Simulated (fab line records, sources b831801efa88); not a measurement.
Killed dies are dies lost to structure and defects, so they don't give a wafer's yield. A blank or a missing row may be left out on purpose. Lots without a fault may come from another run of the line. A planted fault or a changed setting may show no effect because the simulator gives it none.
Which tool did it? | flow sky130 | 10 lots, 30 wafers sampled, at 3 steps of a route of 708

WHAT THE GAUGES READ, wafer by wafer
SKY_CONTACT_RS_MEAS_25: measures by four-point-probe.
lot  | measured     | on            | CONTACT_W_RS (ohm/sq)
L694 | day 32 18:36 | film_metro-04 | 0.347 0.348 0.349
L695 | day 32 23:01 | film_metro-04 | 0.335 0.334 0.341
L697 | day 33 12:52 | film_metro-01 | 0.350 0.348 0.346
L700 | day 34 09:50 | film_metro-02 | 0.347 0.347 0.346
L702 | day 34 15:55 | film_metro-01 | 0.350 0.515 0.347 0.349 0.513 0.347
L703 | day 35 22:29 | film_metro-02 | 0.499 0.346 0.495 0.499 0.346 0.495
L710 | day 37 06:10 | film_metro-01 | 0.341 0.345 0.342
L712 | day 37 21:32 | film_metro-01 | 0.341 0.344 0.340
L713 | day 38 01:35 | film_metro-04 | 0.341 0.344 0.345
L716 | day 38 19:28 | film_metro-04 | 0.346 0.343 0.339

WHICH TOOL RAN EACH LOT (tool, then ch and the chambers of the sampled wafers, then the start)
lot  | SKY_DNWELL_STRIP_08                 | SKY_CONTACT_CVD_24
L694 | plasma_asher-03 ch 0,1, day 3 20:31 | cvd_w-02 ch 0,1, day 32 18:29
L695 | plasma_asher-02 ch 0,1, day 3 20:40 | cvd_w-01 ch 0,1, day 32 22:55
L697 | plasma_asher-03 ch 0,1, day 4 12:29 | cvd_w-02 ch 0,1, day 33 12:44
L700 | plasma_asher-03 ch 0,1, day 4 19:46 | cvd_w-02 ch 0,1, day 34 09:42
L702 | plasma_asher-01 ch 0,1, day 5 06:13 | cvd_w-02 ch 0,1, day 34 15:47
L703 | plasma_asher-01 ch 0, day 5 16:23   | cvd_w-02 ch 1, day 35 22:21
L710 | plasma_asher-02 ch 0,1, day 6 22:55 | cvd_w-01 ch 0,1, day 37 06:03
L712 | plasma_asher-02 ch 0,1, day 7 13:56 | cvd_w-01 ch 0,1, day 37 21:23
L713 | plasma_asher-01 ch 0,1, day 7 18:26 | cvd_w-02 ch 0,1, day 38 01:28
L716 | plasma_asher-01 ch 0,1, day 8 08:02 | cvd_w-02 ch 0,1, day 38 19:20
- SKY_DNWELL_STRIP_08: strips in O2/N2.
- SKY_CONTACT_CVD_24: deposits W, target thk 340 nm, time 102.12 s.

THE ANSWER, worked out from the rows above alone
Rule: what is usual is taken from the lots themselves. Put in order of their means at a reading, lots are off if they are a third of the lots or fewer, leave a main group of 4 or more, and stand apart from it by a gap of 3 or more times the standard deviation of the main group's means; of several such gaps the widest counts. A main group whose means are all the same, to the digits that the tables above print for the reading, isn't used. A lot without any number at a reading at which 4 lots or more have one is off too. The other lots that the step has rows for count as sound.
Off: L702, L703, at SKY_CONTACT_RS_MEAS_25 (CONTACT_W_RS). The main group: mean 0.344 ohm/sq, standard deviation 0.0036.
A tool fits if, at a process step before that reading, it ran every lot that is off, and no sound lot after the first of them. The gauges at SKY_CONTACT_RS_MEAS_25 are tried like those tools. None of those tried fits.

WHAT THE SIMULATOR HAD PUT IN
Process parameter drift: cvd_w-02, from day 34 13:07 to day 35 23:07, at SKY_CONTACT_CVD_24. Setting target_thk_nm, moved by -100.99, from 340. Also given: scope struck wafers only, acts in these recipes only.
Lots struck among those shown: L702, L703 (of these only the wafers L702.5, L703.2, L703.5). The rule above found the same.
